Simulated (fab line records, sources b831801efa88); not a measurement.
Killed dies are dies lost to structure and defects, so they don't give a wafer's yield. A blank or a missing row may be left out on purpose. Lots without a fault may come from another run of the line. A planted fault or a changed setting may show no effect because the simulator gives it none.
fab line records | flow sfq_line
record lots=14 wafers=42 last_day=88
route steps=325 shown M3@125
lots that met no fault: from a run of the same line without faults
start_h: hours from the record's first day to the start of the lot's first wafer shown | wait_h: hours since the lot's step before | " the same as in the row above | L1.1+2: a row that stands for several wafers | - no value, or no start given | * or withheld: withheld | < > ~ a bound
route shown NAME@n: a module of which the file shows steps, and the number in the route of the first | usual: mean/standard deviation of fault-free wafers | same: alike in all rows | chamber/n: place in a boat | sites: the reading at each site | _std_site: their standard deviation | _edge_site: outer sites' mean less inner sites' | radius_mm: how far each site lies from the wafer's centre | mask NAME#n: copy n | behind: the tool/chamber that last shaped the wafer | hold: why the lot was held/for how many hours/how that ended | device: the transistor (n, p or np) that didn't switch | end of line: the same wafers' tests at the end of the route | a step without rows: its recipe alone | killed: dies lost to structure and defects at the first sort, not the wafer's yield | map: a wafer's dies, x killed, . not, _ none there
set.NAME: the setting as run; set.NAME@STEP: as run at that earlier step | model.NAME: the simulator's own value behind a step, which no gauge read
steps of the route over a sample of lots; a table a step, a row a wafer
services: from which hour (start_h, from the record's first day; less than 0 if before it) a tool's chamber was out of use, for how many hours, and why
## steps
# step SFQ_TRILAYER_M3_LITHO_EXPOSE_076
# recipe mask_id=M3 na=0.6 source_shape=conventional sigma_outer=0.65 target_cd_nm=500 dose_mj=14.4
# usual exposure_dose_mJ_cm2=14.401/0.013 focus_offset_nm=0.0/0.51 reticle_temp_C=23.00/0.11 sigma_outer=0.65/0
# columns lot.wafer tool chamber start_h wait_h mask exposure_dose_mJ_cm2 focus_offset_nm reticle_temp_C sigma_outer
L945.1 krf_scanner-02 0 852.48 - M3#0 14.393 0.4 23.08 0.65
L945.4 " 0 " " M3#0 14.374 0.4 22.99 0.65
L945.5 " 0 " " M3#0 14.397 0.3 22.90 0.65
L946.1 krf_scanner-02 0 915.10 - M3#0 14.396 0.4 22.92 0.65
L946.3 " 0 " " M3#0 14.403 0.2 22.98 0.65
L946.5 " 0 " " M3#0 14.431 0.0 22.95 0.65
L948.3 krf_scanner-02 0 920.28 - M3#0 14.370 0.4 22.92 0.65
L948.4 " 0 " " M3#0 14.392 -0.1 22.99 0.65
L948.6 " 0 " " M3#0 14.392 -0.2 22.99 0.65
L949.1 krf_scanner-02 - 930.01 - M3#0 - - - -
L949.2 " - " " M3#0 - - - -
L949.3 " - " " M3#0 - - - -
L950.2 krf_scanner-01 - 1079.23 - M3#0 - - - -
L950.3 " - " " M3#0 - - - -
L950.5 " - " " M3#0 - - - -
L958.1 krf_scanner-01 0 1126.41 - M3#0 14.408 -0.1 23.18 0.65
L958.2 " 0 " " M3#0 14.406 -0.9 22.97 0.65
L958.3 " 0 " " M3#0 14.397 -0.2 23.11 0.65
L959.3 krf_scanner-01 0 1129.21 - M3#0 14.404 -0.1 23.00 0.65
L959.5 " 0 " " M3#0 14.413 -0.6 23.08 0.65
L959.6 " 0 " " M3#0 14.406 0.5 23.05 0.65
L961.2 krf_scanner-01 0 1141.01 - M3#0 14.403 0.2 23.16 0.65
L961.5 " 0 " " M3#0 14.397 -0.6 22.99 0.65
L961.6 " 0 " " M3#0 14.394 0.3 23.01 0.65
L962.1 krf_scanner-01 0 1142.76 - M3#0 14.413 -0.2 22.85 0.65
L962.2 " 0 " " M3#0 14.415 -0.1 23.01 0.65
L962.4 " 0 " " M3#0 14.402 0.2 23.14 0.65
L963.2 krf_scanner-01 0 1225.81 - M3#0 14.423 0.0 23.13 0.65
L963.3 " 0 " " M3#0 14.397 -0.1 23.07 0.65
L963.6 " 0 " " M3#0 14.392 -0.1 23.12 0.65
L964.3 krf_scanner-01 0 1245.13 - M3#0 14.397 -0.2 22.79 0.65
L964.5 " 0 " " M3#0 14.382 0.1 23.05 0.65
L964.6 " 0 " " M3#0 14.391 -0.2 22.97 0.65
L965.1 krf_scanner-01 0 1249.53 - M3#0 14.397 0.1 22.91 0.65
L965.2 " 0 " " M3#0 14.403 0.0 22.93 0.65
L965.5 " 0 " " M3#0 14.428 -0.3 22.75 0.65
L966.2 krf_scanner-01 0 1255.73 - M3#0 14.402 0.3 22.82 0.65
L966.3 " 0 " " M3#0 14.401 0.7 22.92 0.65
L966.6 " 0 " " M3#0 14.402 0.3 22.87 0.65
L968.1 krf_scanner-01 0 1261.53 - M3#0 14.373 -0.4 23.06 0.65
L968.2 " 0 " " M3#0 14.399 0.4 22.87 0.65
L968.5 " 0 " " M3#0 14.393 -0.6 23.04 0.65
## services
# columns tool chamber start_h hours kind
krf_scanner-02 - 837.98 0.8 pm
krf_scanner-02 - 838.73 4.0 pm
krf_scanner-02 - 858.46 1.0 pm
krf_scanner-02 - 868.27 1.3 pm
krf_scanner-01 - 881.35 1.3 pm
krf_scanner-02 - 888.67 3.0 pm
krf_scanner-01 - 935.57 3.6 pm
krf_scanner-01 - 945.25 1.0 pm
krf_scanner-01 - 965.58 0.8 repair
krf_scanner-01 - 969.51 0.8 pm
krf_scanner-02 - 999.61 72.0 pm
krf_scanner-02 - 1071.61 0.8 pm
krf_scanner-02 - 1072.36 1.0 pm
krf_scanner-02 - 1073.36 1.3 pm
krf_scanner-01 - 1075.33 1.3 pm
krf_scanner-02 - 1076.74 35.0 repair
krf_scanner-01 - 1115.03 1.0 pm
krf_scanner-01 - 1116.03 4.4 pm
krf_scanner-02 - 1136.76 4.4 pm
krf_scanner-01 - 1165.93 0.9 repair
krf_scanner-02 - 1174.73 0.8 pm
krf_scanner-01 - 1232.81 1.3 pm
krf_scanner-01 - 1234.41 6.3 repair
krf_scanner-01 - 1240.71 4.0 pm
## key
first_sign step=SFQ_TRILAYER_M3_LITHO_EXPOSE_076 reading=tool_record direction=missing
effect none on later readings
met_at SFQ_TRILAYER_M3_LITHO_EXPOSE_076
struck_lots L949,L950
onset_between 920.28 930.01
fault kind=skipped_step_whole tool=krf_scanner-01,krf_scanner-02 chamber=- onset_h=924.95 steps=SFQ_TRILAYER_M3_LITHO_EXPOSE_076 scope=struck_lots_only
